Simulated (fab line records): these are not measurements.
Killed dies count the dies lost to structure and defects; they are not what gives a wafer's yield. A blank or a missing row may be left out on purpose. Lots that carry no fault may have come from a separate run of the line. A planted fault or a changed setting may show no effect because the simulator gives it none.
fab line records	flow sky130
[record] lots = 12	wafers = 33	lastDay = 50
route steps=708 shown FIELD_ISO@3 PWDE@53 NWELL@67 PAD_OPEN@708
lots that met no fault: taken from a fault-free run of the same line
startH: the number of hours between the record's first day and the start of the first shown wafer of the lot	waitH: hours from the lot's prior step to this one	" the same as in the row above	L1.1+2: a row that stands for several wafers	- either no value or no given start	* or withheld: withheld	< > ~ a bound
route shown NAME@n: names a module that has steps shown in the file, with the first one's number in the route	usual: average and standard deviation across the fault-free wafers	same: alike in all rows	chamber/n: place in a boat	sites: the reading at each site	_std_site: their standard deviation	_edge_site: the outer-site mean with the inner-site mean subtracted	radiusMm: for every site, how far away it sits from the centre of the wafer	mask NAME#n: copy n	behind: the last tool/chamber to shape the wafer	hold: what put the lot on hold/how long, in hours/how the hold closed	device: transistor that didn't switch, given as n, p or np	end of line: the tests these same wafers got at the end of their route	a step given without rows: its recipe and nothing more	killed: at the first sort, the dies lost to defects and structure; wafer yield is something else	map: dies across one wafer; x = killed, . = not, _ = none there
set.NAME: the setting that was run; set.NAME@STEP: the one run at that earlier step	model.NAME: the simulator's own value behind a step, which no gauge read
steps of the route over a sample of lots; a table a step, a row a wafer
services: the hour from which a tool's chamber was out of use, counted from the record's first day as startH (under 0 if before that day), plus the number of hours and why
[[steps]]
[step SKY_FIELD_ISO_THK_MEAS_02]
[recipe] reads = SiO2_of_FIELD_ISO_OXIDATION_01
[usual] FIELD_ISO_OXIDATION_00_THK = 11.99/0.25
lot.wafer	tool	chamber	startH	waitH	FIELD_ISO_OXIDATION_00_THK[nm]
L673.1	filmMetro-03	-	16.25	0.0	12.53
L673.4	"	-	"	"	12.40
L673.6	"	-	"	"	12.18
L676.1	filmMetro-03	-	26.63	0.0	11.72
L676.4	"	-	"	"	11.96
L676.5	"	-	"	"	12.04
L677.2	filmMetro-03	-	32.49	0.0	12.15
L677.3	"	-	"	"	12.11
L677.6	"	-	"	"	12.09
L679.1	filmMetro-03	-	46.05	0.0	12.03
L679.3	"	-	"	"	11.94
L679.4	"	-	"	"	12.14
L680.2	filmMetro-03	-	48.46	0.0	12.13
L680.5	"	-	"	"	12.03
L680.6	"	-	"	"	12.05
L684.1	filmMetro-01	-	66.63	0.0	11.87
L684.5	"	-	"	"	11.93
L687.1	filmMetro-04	-	82.81	0.0	11.91
L687.3	"	-	"	"	11.87
L688.2	filmMetro-03	-	87.99	0.0	12.36
L688.3	"	-	"	"	12.26
L689.1	filmMetro-04	-	91.63	0.0	12.26
L689.3	"	-	"	"	12.48
L689.6	"	-	"	"	12.53
L692.1	filmMetro-03	-	107.72	0.0	12.14
L692.3	"	-	"	"	12.21
L692.6	"	-	"	"	12.28
L694.2	filmMetro-03	-	117.17	0.0	11.99
L694.3	"	-	"	"	12.00
L694.6	"	-	"	"	11.84
L696.1	filmMetro-01	-	129.91	0.0	11.94
L696.4	"	-	"	"	11.90
L696.6	"	-	"	"	11.85
[step SKY_FIELD_ISO_THK_MEAS_23]
[recipe] reads = SiO2_of_FIELD_ISO_OXIDATION_22
[usual] FIELD_ISO_OXIDATION_01_THK = 10.06/0.21
lot.wafer	tool	chamber	startH	waitH	FIELD_ISO_OXIDATION_01_THK[nm]
L673.1	filmMetro-03	-	29.80	0.0	10.42
L673.4	"	-	"	"	10.33
L673.6	"	-	"	"	10.49
L676.1	filmMetro-03	-	36.55	0.0	10.13
L676.4	"	-	"	"	9.83
L676.5	"	-	"	"	9.95
L677.2	filmMetro-01	-	39.43	0.2	9.99
L677.3	"	-	"	"	10.02
L677.6	"	-	"	"	10.04
L679.1	filmMetro-03	-	65.69	0.0	10.21
L679.3	"	-	"	"	10.32
L679.4	"	-	"	"	10.18
L680.2	filmMetro-01	-	69.36	0.0	10.22
L680.5	"	-	"	"	10.19
L680.6	"	-	"	"	10.27
L684.1	filmMetro-03	-	89.16	0.0	10.00
L684.5	"	-	"	"	10.04
L687.1	filmMetro-03	-	104.52	0.0	10.30
L687.3	"	-	"	"	10.46
L688.2	filmMetro-04	-	110.24	0.0	10.23
L688.3	"	-	"	"	10.14
L689.1	filmMetro-04	-	115.65	0.0	9.82
L689.3	"	-	"	"	9.88
L689.6	"	-	"	"	10.02
L692.1	filmMetro-01	-	132.60	0.0	9.89
L692.3	"	-	"	"	9.79
L692.6	"	-	"	"	9.74
L694.2	filmMetro-01	-	146.46	0.0	9.63
L694.3	"	-	"	"	9.51
L694.6	"	-	"	"	9.67
L696.1	filmMetro-03	-	160.53	0.0	9.80
L696.4	"	-	"	"	9.69
L696.6	"	-	"	"	9.95
[step SKY_PWDE_IMPLANT_08]
[recipe] species = B	energyKev = 150	doseCm2 = 3.6e+12	tiltDeg = withheld
[usual] beamOnS = 9.99/0.2	faradayCurrentUA = 20.3/0.4
lot.wafer	tool	chamber	startH	waitH	beamOnS	faradayCurrentUA
L673.1	implanter-02	0	42.05	0.0	9.77	20.7
L673.4	"	0	"	"	9.66	21.0
L673.6	"	0	"	"	10.31	19.7
L676.1	implanter-04	0	80.01	0.0	10.13	20.0
L676.4	"	0	"	"	9.69	20.9
L676.5	"	0	"	"	9.63	21.0
L677.2	implanter-04	0	81.03	0.0	10.05	20.2
L677.3	"	0	"	"	9.82	20.6
L677.6	"	0	"	"	10.11	20.1
L679.1	implanter-03	0	104.00	0.0	10.15	20.0
L679.3	"	0	"	"	9.84	20.6
L679.4	"	0	"	"	10.15	20.0
L680.2	implanter-03	0	108.72	0.0	9.90	20.5
L680.5	"	0	"	"	9.69	20.9
L680.6	"	0	"	"	9.98	20.2
L684.1	implanter-03	0	132.21	0.0	14.34	14.1
L684.5	"	0	"	"	9.69	20.9
L687.1	implanter-03	0	146.79	0.0	14.44	14.0
L687.3	"	0	"	"	9.76	20.8
L688.2	implanter-03	0	155.93	0.0	14.21	14.3
L688.3	"	0	"	"	10.70	18.9
L689.1	implanter-04	0	160.89	0.0	10.08	20.1
L689.3	"	0	"	"	9.85	20.6
L689.6	"	0	"	"	9.94	20.4
L692.1	implanter-02	0	178.75	0.0	9.90	20.5
L692.3	"	0	"	"	10.00	20.3
L692.6	"	0	"	"	10.08	20.1
L694.2	implanter-04	0	205.17	0.0	9.98	20.4
L694.3	"	0	"	"	9.79	20.8
L694.6	"	0	"	"	10.00	20.3
L696.1	implanter-02	0	213.14	0.0	10.12	20.2
L696.4	"	0	"	"	10.08	20.2
L696.6	"	0	"	"	10.24	19.8
[step SKY_PWDE_TW_MEAS_10]
[usual] PWDE_TW = 375/3.2
lot.wafer	tool	chamber	startH	waitH	hold	PWDE_TW
L673.1	filmMetro-03	-	42.30	0.1	-	372
L673.4	"	-	"	"	-	373
L673.6	"	-	"	"	-	372
L676.1	filmMetro-01	-	80.26	0.1	-	375
L676.4	"	-	"	"	-	372
L676.5	"	-	"	"	-	372
L677.2	filmMetro-02	-	81.27	0.1	-	380
L677.3	"	-	"	"	-	382
L677.6	"	-	"	"	-	382
L679.1	filmMetro-01	-	104.25	0.1	-	374
L679.3	"	-	"	"	-	374
L679.4	"	-	"	"	-	374
L680.2	filmMetro-01	-	108.95	0.1	-	375
L680.5	"	-	"	"	-	375
L680.6	"	-	"	"	-	375
L684.1	filmMetro-01	-	132.46	0.1	awaitDispo/0.2h/release	417
L684.5	"	-	"	"	awaitDispo/0.2h/release	373
L684.1	filmMetro-01	-	132.80	0.3	-	416
L684.5	"	-	"	"	-	374
L687.1	filmMetro-03	-	147.04	0.1	awaitDispo/0.2h/release	418
L687.3	"	-	"	"	awaitDispo/0.2h/release	374
L687.1	filmMetro-03	-	147.32	0.3	-	416
L687.3	"	-	"	"	-	374
L688.2	filmMetro-01	-	156.17	0.1	awaitDispo/0.2h/release	418
L688.3	"	-	"	"	awaitDispo/0.2h/release	372
L688.2	filmMetro-01	-	156.39	0.2	-	416
L688.3	"	-	"	"	-	373
L689.1	filmMetro-03	-	161.14	0.1	-	372
L689.3	"	-	"	"	-	372
L689.6	"	-	"	"	-	373
L692.1	filmMetro-02	-	179.00	0.1	-	382
L692.3	"	-	"	"	-	381
L692.6	"	-	"	"	-	380
L694.2	filmMetro-02	-	205.40	0.1	-	380
L694.3	"	-	"	"	-	382
L694.6	"	-	"	"	-	381
L696.1	filmMetro-02	-	213.39	0.1	-	379
L696.4	"	-	"	"	-	379
L696.6	"	-	"	"	-	380
[step SKY_NWELL_STRIP_14]
[recipe] chemistry = O2/N2	powerW = 1400	pressureMtorr = 1500	platenTempC = withheld	o2FlowSccm = 3000	n2FlowSccm = 300	overashFraction = 0.5
[usual] drypumpMotorCurrentA = 5.9/0.46	oesProductAu = 0.722/0.0049	stripTimeToEndpointS = 36.92/0.09
lot.wafer	tool	chamber	startH	waitH	drypumpMotorCurrentA	oesProductAu	rfHoursCounterH	stripTimeToEndpointS
L673.1	plasmaAsher-04	1	58.30	0.1	5.1	0.731	38	36.75
L673.4	"	1	"	"	5.1	0.725	-	36.80
L673.6	"	0	"	"	6.3	0.718	-	36.82
L676.1	plasmaAsher-01	0	98.34	0.1	5.4	0.725	38	36.93
L676.4	"	1	"	"	5.9	0.719	-	36.94
L676.5	"	1	"	"	5.9	0.730	-	36.96
L677.2	plasmaAsher-02	1	99.34	0.1	6.3	0.722	28	37.01
L677.3	"	0	"	"	6.4	0.719	-	37.06
L677.6	"	0	"	"	6.4	0.720	-	36.99
L679.1	plasmaAsher-01	1	123.19	0.1	5.9	0.729	41	36.83
L679.3	"	1	"	"	5.9	0.726	-	36.87
L679.4	"	0	"	"	5.4	0.725	-	36.78
L680.2	plasmaAsher-04	0	128.94	0.1	6.3	0.719	45	36.92
L680.5	"	0	"	"	6.3	0.725	-	37.00
L680.6	"	1	"	"	5.1	0.723	-	36.89
L684.1	plasmaAsher-01	0	152.30	0.1	5.4	0.726	43	36.86
L684.5	"	0	"	"	5.4	0.723	-	36.89
L687.1	plasmaAsher-02	1	167.19	0.1	6.3	0.723	36	36.97
L687.3	"	0	"	"	6.4	0.719	-	36.86
L688.2	plasmaAsher-01	1	176.05	0.1	5.9	0.725	46	36.92
L688.3	"	1	"	"	5.9	0.715	-	36.88
L689.1	plasmaAsher-04	1	181.05	0.1	5.0	0.726	49	36.89
L689.3	"	1	"	"	5.1	0.725	-	37.01
L689.6	"	1	"	"	5.0	0.713	-	37.07
L692.1	plasmaAsher-02	0	202.49	0.1	6.4	0.722	40	37.01
L692.3	"	0	"	"	6.4	0.717	-	36.88
L692.6	"	0	"	"	6.4	0.723	-	36.95
L694.2	plasmaAsher-04	1	227.59	0.1	5.1	0.727	54	36.99
L694.3	"	1	"	"	5.1	0.726	-	36.98
L694.6	"	1	"	"	5.1	0.733	-	36.91
L696.1	plasmaAsher-01	0	237.34	0.1	5.4	0.728	51	36.87
L696.4	"	0	"	"	5.4	0.720	-	36.91
L696.6	"	0	"	"	5.4	0.727	-	36.82
[step SKY_NWELL_RS_MEAS_31]
[recipe] thkMeasGauge = four-point-probe
[usual] PWDE_RS = 5280/22
lot.wafer	tool	chamber	startH	waitH	hold	PWDE_RS[ohm/sq]
L673.1	filmMetro-03	-	76.25	0.1	-	5283
L673.4	"	-	"	"	-	5264
L673.6	"	-	"	"	-	5289
L676.1	filmMetro-02	-	117.70	0.1	-	5265
L676.4	"	-	"	"	-	5261
L676.5	"	-	"	"	-	5295
L677.2	filmMetro-02	-	119.02	0.1	-	5268
L677.3	"	-	"	"	-	5272
L677.6	"	-	"	"	-	5275
L679.1	filmMetro-02	-	143.05	0.1	-	5295
L679.3	"	-	"	"	-	5291
L679.4	"	-	"	"	-	5290
L680.2	filmMetro-03	-	149.36	0.1	-	5259
L680.5	"	-	"	"	-	5252
L680.6	"	-	"	"	-	5247
L684.1	filmMetro-01	-	172.40	0.1	awaitDispo/0.2h/release	4004
L684.5	"	-	"	"	awaitDispo/0.2h/release	5280
L684.1	filmMetro-01	-	172.69	0.3	-	4001
L684.5	"	-	"	"	-	5296
L687.1	filmMetro-02	-	189.60	0.1	awaitDispo/0.2h/release	4004
L687.3	"	-	"	"	awaitDispo/0.2h/release	5277
L687.1	filmMetro-02	-	189.89	0.3	-	3998
L687.3	"	-	"	"	-	5274
L688.2	filmMetro-01	-	198.86	0.1	awaitDispo/0.2h/release	3998
L688.3	"	-	"	"	awaitDispo/0.2h/release	5297
L688.2	filmMetro-01	-	199.15	0.3	-	4000
L688.3	"	-	"	"	-	5296
L689.1	filmMetro-02	-	204.49	0.1	-	5278
L689.3	"	-	"	"	-	5291
L689.6	"	-	"	"	-	5289
L692.1	filmMetro-03	-	224.94	0.1	-	5256
L692.3	"	-	"	"	-	5248
L692.6	"	-	"	"	-	5256
L694.2	filmMetro-03	-	252.96	0.1	-	5260
L694.3	"	-	"	"	-	5234
L694.6	"	-	"	"	-	5251
L696.1	filmMetro-03	-	262.95	0.1	-	5310
L696.4	"	-	"	"	-	5316
L696.6	"	-	"	"	-	5306
[step SKY_PAD_OPEN_PROBE_99]
[usual] killed_at_M0_to_M3 = 43/6.6	killed_at_M4_up = 3.2/1.8	killedAtContacts = 24/5	killedAtFrontEnd = 15/4.5	killedAtOther = 0.2/0.46	killedDies = 86/8.8	killedOpen = 48/6.6	killedShort = 38/6.1
[same] grossDies = 492	killedAtBackSide = 0
lot.wafer	tool	chamber	startH	waitH	hold	killed_at_M0_to_M3	killed_at_M4_up	killedAtContacts	killedAtFrontEnd	killedAtOther	killedDies	killedOpen	killedShort
L673.1	prober-02	-	1050.73	0.1	-	44	6	26	11	0	87	43	44
L673.4	prober-02	-	1050.88	0.2	-	58	5	30	17	0	110	63	47
L673.6	prober-02	-	1050.98	0.2	-	50	1	27	20	0	98	59	39
L676.1	prober-01	-	1106.04	0.1	-	44	4	21	17	0	86	51	35
L676.4	prober-01	-	1106.19	0.2	-	51	3	18	12	0	84	39	45
L676.5	prober-01	-	1106.24	0.2	-	37	4	22	17	0	80	42	38
L677.2	prober-02	-	1107.75	0.1	-	35	3	23	17	1	79	46	33
L677.3	prober-02	-	1107.80	0.2	-	38	4	19	26	0	87	50	37
L677.6	prober-02	-	1107.95	0.2	-	45	3	28	13	0	89	51	38
L679.1	prober-02	-	1113.93	0.1	-	33	4	28	15	1	81	45	36
L679.3	prober-02	-	1114.03	0.2	-	60	2	22	8	1	93	51	42
L679.4	prober-02	-	1114.08	0.2	-	43	5	28	14	0	90	40	50
L680.2	prober-01	-	1128.88	0.1	-	56	4	26	14	0	100	53	47
L680.5	prober-01	-	1129.03	0.2	-	51	2	24	8	0	85	54	31
L680.6	prober-01	-	1129.08	0.2	-	53	3	20	13	0	89	53	36
L684.1	prober-02	-	1148.80	0.1	-	52	3	20	13	0	88	44	44
L684.5	prober-02	-	1149.00	0.2	-	49	4	23	10	0	86	53	33
L689.1	prober-02	-	1180.43	0.1	-	46	3	22	9	0	80	46	34
L689.3	prober-02	-	1180.53	0.2	-	53	4	19	14	0	90	48	42
L689.6	prober-02	-	1180.68	0.2	-	42	1	24	9	1	77	46	31
L688.2	prober-01	-	1181.63	0.1	awaitDispo/4.9h/release	32	3	31	9	1	76	40	36
L688.3	prober-01	-	1181.68	0.2	awaitDispo/4.9h/release	28	3	22	15	0	68	29	39
L687.1	prober-01	-	1183.26	0.1	awaitDispo/4.4h/release	51	1	24	8	0	84	46	38
L687.3	prober-01	-	1183.36	0.2	awaitDispo/4.4h/release	52	3	30	18	0	103	52	51
L692.1	prober-02	-	1186.68	0.1	-	33	3	27	12	0	75	44	31
L692.3	prober-02	-	1186.78	0.2	-	40	2	27	10	0	79	45	34
L692.6	prober-02	-	1186.93	0.2	-	40	4	23	14	0	81	35	46
L694.2	prober-02	-	1207.77	0.1	-	48	4	30	15	0	97	53	44
L694.3	prober-02	-	1207.82	0.2	-	48	6	28	12	0	94	50	44
L694.6	prober-02	-	1207.97	0.2	-	42	5	18	17	0	82	50	32
L696.1	prober-01	-	1211.13	0.1	-	37	2	22	11	0	72	34	38
L696.4	prober-01	-	1211.28	0.2	-	39	4	22	16	0	81	43	38
L696.6	prober-01	-	1211.38	0.2	-	53	3	21	12	0	89	44	45
// killed by level:class
L673.1 VIA1:geometricParticle:open=8 VIA3:geometricParticle:open=8 LOCAL_INTERCONNECT:geometricParticle:short=7 CONTACT:geometricParticle:open=7 LI_CONTACT:geometricParticle:open=6 METAL4:geometricParticle:short=6 VIA1:geometricParticle:short=5 METAL3:geometricParticle:short=5
L673.4 VIA1:geometricParticle:open=17 CONTACT:geometricParticle:open=11 VIA3:geometricParticle:open=8 FIELD_ISO:geometricParticle:short=7 CONTACT:geometricParticle:short=7 VIA2:geometricParticle:open=7 LI_CONTACT:geometricParticle:open=5 METAL2:geometricParticle:short=5
L673.6 VIA1:geometricParticle:open=13 CONTACT:geometricParticle:open=9 LI_CONTACT:geometricParticle:open=8 FIELD_ISO:geometricParticle:open=7 FIELD_ISO:geometricParticle:short=7 VIA2:geometricParticle:open=7 VIA3:geometricParticle:open=6 VIA3:geometricParticle:short=4
L676.1 VIA1:geometricParticle:open=13 VIA2:geometricParticle:open=7 LI_CONTACT:geometricParticle:open=6 CONTACT:geometricParticle:open=6 FIELD_ISO:geometricParticle:open=5 POLY_GATE:geometricParticle:open=5 CONTACT:geometricParticle:short=5 METAL1:geometricParticle:short=5
L676.4 VIA1:geometricParticle:open=11 VIA3:geometricParticle:open=8 VIA1:geometricParticle:short=7 CONTACT:geometricParticle:open=6 METAL2:geometricParticle:short=5 VIA3:geometricParticle:short=5 FIELD_ISO:geometricParticle:short=4 POLY_GATE:geometricParticle:short=4
L676.5 CONTACT:geometricParticle:open=8 VIA1:geometricParticle:open=8 VIA3:geometricParticle:open=8 FIELD_ISO:geometricParticle:short=5 METAL2:geometricParticle:short=5 VIA2:geometricParticle:open=5 POLY_GATE:geometricParticle:open=4 CONTACT:geometricParticle:short=4
L677.2 VIA1:geometricParticle:open=13 CONTACT:geometricParticle:open=7 POLY_GATE:geometricParticle:open=6 VIA2:geometricParticle:short=6 POLY_GATE:geometricParticle:short=5 VIA3:geometricParticle:open=5 LI_CONTACT:geometricParticle:open=4 LI_CONTACT:geometricParticle:short=4
L677.3 FIELD_ISO:geometricParticle:open=8 VIA1:geometricParticle:open=8 METAL2:geometricParticle:short=7 VIA2:geometricParticle:open=7 LI_CONTACT:geometricParticle:open=5 FIELD_ISO:geometricParticle:short=4 POLY_GATE:geometricParticle:short=4 LI_CONTACT:geometricParticle:short=4
L677.6 VIA1:geometricParticle:open=12 LI_CONTACT:geometricParticle:open=8 CONTACT:geometricParticle:open=8 VIA2:geometricParticle:open=6 VIA1:geometricParticle:short=6 CONTACT:geometricParticle:short=5 VIA3:geometricParticle:open=5 FIELD_ISO:geometricParticle:open=4
L679.1 CONTACT:geometricParticle:open=12 LI_CONTACT:geometricParticle:open=8 VIA1:geometricParticle:open=7 VIA1:geometricParticle:short=6 METAL2:geometricParticle:short=5 FIELD_ISO:geometricParticle:short=4 CONTACT:geometricParticle:short=4 VIA2:geometricParticle:open=4
L679.3 VIA1:geometricParticle:open=19 CONTACT:geometricParticle:open=12 VIA1:geometricParticle:short=9 VIA3:geometricParticle:open=7 VIA2:geometricParticle:open=6 METAL1:geometricParticle:short=5 METAL2:geometricParticle:short=5 VIA2:geometricParticle:short=4
L679.4 VIA1:geometricParticle:open=11 CONTACT:geometricParticle:open=9 METAL1:geometricParticle:short=9 LI_CONTACT:geometricParticle:open=7 POLY_GATE:geometricParticle:short=6 LOCAL_INTERCONNECT:geometricParticle:short=6 FIELD_ISO:geometricParticle:open=5 CONTACT:geometricParticle:short=5
L680.2 VIA1:geometricParticle:open=11 CONTACT:geometricParticle:open=9 METAL1:geometricParticle:short=7 METAL2:geometricParticle:short=7 VIA3:geometricParticle:open=6 FIELD_ISO:geometricParticle:open=5 VIA2:geometricParticle:open=5 FIELD_ISO:geometricParticle:short=4
L680.5 VIA1:geometricParticle:open=12 CONTACT:geometricParticle:open=11 VIA2:geometricParticle:open=9 LI_CONTACT:geometricParticle:open=6 METAL1:geometricParticle:short=6 VIA3:geometricParticle:open=6 METAL2:geometricParticle:short=5 VIA1:geometricParticle:short=4
L680.6 VIA1:geometricParticle:open=14 VIA2:geometricParticle:open=13 LI_CONTACT:geometricParticle:open=6 VIA1:geometricParticle:short=6 METAL2:geometricParticle:short=6 FIELD_ISO:geometricParticle:open=5 FIELD_ISO:geometricParticle:short=5 CONTACT:geometricParticle:open=5
L684.1 VIA1:geometricParticle:open=12 METAL1:geometricParticle:short=10 VIA2:geometricParticle:open=9 CONTACT:geometricParticle:open=7 METAL2:geometricParticle:short=7 CONTACT:geometricParticle:short=5 POLY_GATE:geometricParticle:open=4 VIA1:geometricParticle:short=4
L684.5 VIA1:geometricParticle:open=11 LI_CONTACT:geometricParticle:open=10 METAL1:geometricParticle:short=9 VIA2:geometricParticle:open=9 CONTACT:geometricParticle:open=7 VIA3:geometricParticle:open=5 VIA1:geometricParticle:short=4 METAL2:geometricParticle:short=4
L689.1 VIA1:geometricParticle:open=13 CONTACT:geometricParticle:open=8 VIA2:geometricParticle:open=7 FIELD_ISO:geometricParticle:open=6 LI_CONTACT:geometricParticle:open=6 VIA2:geometricParticle:short=6 METAL2:geometricParticle:short=5 CONTACT:geometricParticle:short=4
L689.3 VIA3:geometricParticle:open=14 VIA1:geometricParticle:open=10 CONTACT:geometricParticle:open=9 FIELD_ISO:geometricParticle:short=7 METAL2:geometricParticle:short=7 VIA1:geometricParticle:short=5 LI_CONTACT:geometricParticle:open=4 METAL3:geometricParticle:short=4
L689.6 VIA1:geometricParticle:open=12 CONTACT:geometricParticle:open=9 VIA3:geometricParticle:open=7 METAL1:geometricParticle:short=5 LI_CONTACT:geometricParticle:open=5 LOCAL_INTERCONNECT:geometricParticle:short=4 CONTACT:geometricParticle:short=4 VIA1:geometricParticle:short=4
L688.2 CONTACT:geometricParticle:open=9 VIA1:geometricParticle:open=9 LOCAL_INTERCONNECT:geometricParticle:short=6 METAL1:geometricParticle:short=6 LI_CONTACT:geometricParticle:short=5 CONTACT:geometricParticle:short=5 METAL2:geometricParticle:short=5 VIA3:geometricParticle:open=5
L688.3 CONTACT:geometricParticle:open=8 CONTACT:geometricParticle:short=6 METAL2:geometricParticle:short=6 FIELD_ISO:geometricParticle:short=4 VIA1:geometricParticle:open=4 POLY_GATE:geometricParticle:short=4 LI_CONTACT:geometricParticle:open=4 VIA3:geometricParticle:open=4
L687.1 CONTACT:geometricParticle:open=10 VIA1:geometricParticle:short=8 LI_CONTACT:geometricParticle:open=8 VIA1:geometricParticle:open=8 VIA2:geometricParticle:open=7 METAL1:geometricParticle:open=5 METAL1:geometricParticle:short=5 METAL2:geometricParticle:short=5
L687.3 CONTACT:geometricParticle:open=12 VIA1:geometricParticle:open=10 METAL2:geometricParticle:short=7 VIA2:geometricParticle:open=7 CONTACT:geometricParticle:short=7 VIA3:geometricParticle:open=7 VIA1:geometricParticle:short=6 POLY_GATE:geometricParticle:short=5
L692.1 VIA1:geometricParticle:open=9 CONTACT:geometricParticle:open=7 LI_CONTACT:geometricParticle:open=6 LI_CONTACT:geometricParticle:short=5 METAL2:geometricParticle:short=5 FIELD_ISO:geometricParticle:open=4 CONTACT:geometricParticle:short=4 METAL1:geometricParticle:short=4
L692.3 VIA1:geometricParticle:open=10 CONTACT:geometricParticle:open=8 LI_CONTACT:geometricParticle:open=7 LOCAL_INTERCONNECT:geometricParticle:short=6 VIA3:geometricParticle:open=6 METAL2:geometricParticle:short=5 METAL3:geometricParticle:short=4 METAL1:geometricParticle:short=3
L692.6 LOCAL_INTERCONNECT:geometricParticle:short=8 VIA1:geometricParticle:open=7 METAL2:geometricParticle:short=7 CONTACT:geometricParticle:open=6 FIELD_ISO:geometricParticle:open=5 CONTACT:geometricParticle:short=5 METAL1:geometricParticle:short=5 VIA3:geometricParticle:short=5
L694.2 VIA3:geometricParticle:open=10 VIA1:geometricParticle:open=10 LOCAL_INTERCONNECT:geometricParticle:short=8 LI_CONTACT:geometricParticle:open=8 METAL2:geometricParticle:short=6 CONTACT:geometricParticle:short=6 VIA2:geometricParticle:open=6 CONTACT:geometricParticle:open=5
L694.3 VIA3:geometricParticle:open=9 VIA1:geometricParticle:open=9 VIA2:geometricParticle:open=9 LI_CONTACT:geometricParticle:open=8 CONTACT:geometricParticle:open=8 METAL4:geometricParticle:short=6 FIELD_ISO:geometricParticle:short=5 LOCAL_INTERCONNECT:geometricParticle:short=5
L694.6 VIA1:geometricParticle:open=12 FIELD_ISO:geometricParticle:open=9 VIA2:geometricParticle:open=7 CONTACT:geometricParticle:open=6 VIA3:geometricParticle:open=6 LI_CONTACT:geometricParticle:open=5 METAL4:geometricParticle:short=5 POLY_GATE:geometricParticle:short=4
L696.1 VIA1:geometricParticle:open=8 CONTACT:geometricParticle:open=7 METAL2:geometricParticle:short=6 VIA2:geometricParticle:open=6 LI_CONTACT:geometricParticle:open=5 POLY_GATE:geometricParticle:short=5 CONTACT:geometricParticle:short=5 METAL1:geometricParticle:short=5
L696.4 VIA1:geometricParticle:open=11 CONTACT:geometricParticle:open=10 VIA3:geometricParticle:open=6 METAL2:geometricParticle:short=5 VIA2:geometricParticle:open=5 LI_CONTACT:geometricParticle:short=4 LI_CONTACT:geometricParticle:open=4 METAL4:geometricParticle:short=4
L696.6 METAL2:geometricParticle:short=11 VIA3:geometricParticle:open=7 VIA2:geometricParticle:open=7 VIA3:geometricParticle:short=6 FIELD_ISO:geometricParticle:open=5 LI_CONTACT:geometricParticle:short=5 CONTACT:geometricParticle:open=5 METAL2:geometricParticle:open=5
[[services]]
tool	chamber	startH	hours	kind
implanter-02	-	45.17	3.8	pm
implanter-03	-	111.64	3.8	repair
implanter-02	-	153.53	9.4	repair
implanter-02	-	153.93	1.7	repair
implanter-04	-	154.69	4.6	pm
plasmaAsher-04	-	155.72	13.8	repair
implanter-02	-	162.88	9.9	pm
plasmaAsher-01	-	222.69	14.6	pm
implanter-03	-	227.41	4.7	pm
plasmaAsher-02	-	232.02	2.8	repair
[[key]]
[firstSign] step = SKY_PWDE_IMPLANT_08	reading = beamOnS	direction = up	sigmas = 22	usual = 9.99	struck = 14.33
[effect] step = SKY_PWDE_IMPLANT_08	reading = faradayCurrentUA	direction = down	sigmas = 15	usual = 20.3	struck = 14.1
[effect] step = SKY_PWDE_TW_MEAS_10	reading = visit	direction = added
[effect] step = SKY_PWDE_TW_MEAS_10	reading = PWDE_TW	direction = up	sigmas = 14	usual = 375	struck = 418
[effect] step = SKY_NWELL_RS_MEAS_31	reading = PWDE_RS	direction = down	sigmas = 57	usual = 5280	struck = 4002
[effect] step = SKY_PAD_OPEN_PROBE_99	reading = hold	direction = added
metAt SKY_PWDE_IMPLANT_08
struckLots L684,L687,L688
struckWafers L684.1,L687.1,L688.2
testerLeftOut L684,L687,L688
notActingAt SKY_FIELD_ISO_THK_MEAS_02,SKY_FIELD_ISO_THK_MEAS_23,SKY_NWELL_STRIP_14
onsetBetween 108.72 132.21
[fault] kind = processParameterDrift	tool = implanter-03	chamber = -	onsetH = 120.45	steps = SKY_PWDE_IMPLANT_08	channel = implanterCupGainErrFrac	offset = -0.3	shape = step	endH = 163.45	scope = struckWafersOnly
// testerLeftOut: of these lots the tester's yield and bins aren't shown, on N5 and GAA mostly nor the transistor test; their killed dies are dies lost to structure and defects alone, not to doping, threshold or leakage, so they don't give the yield
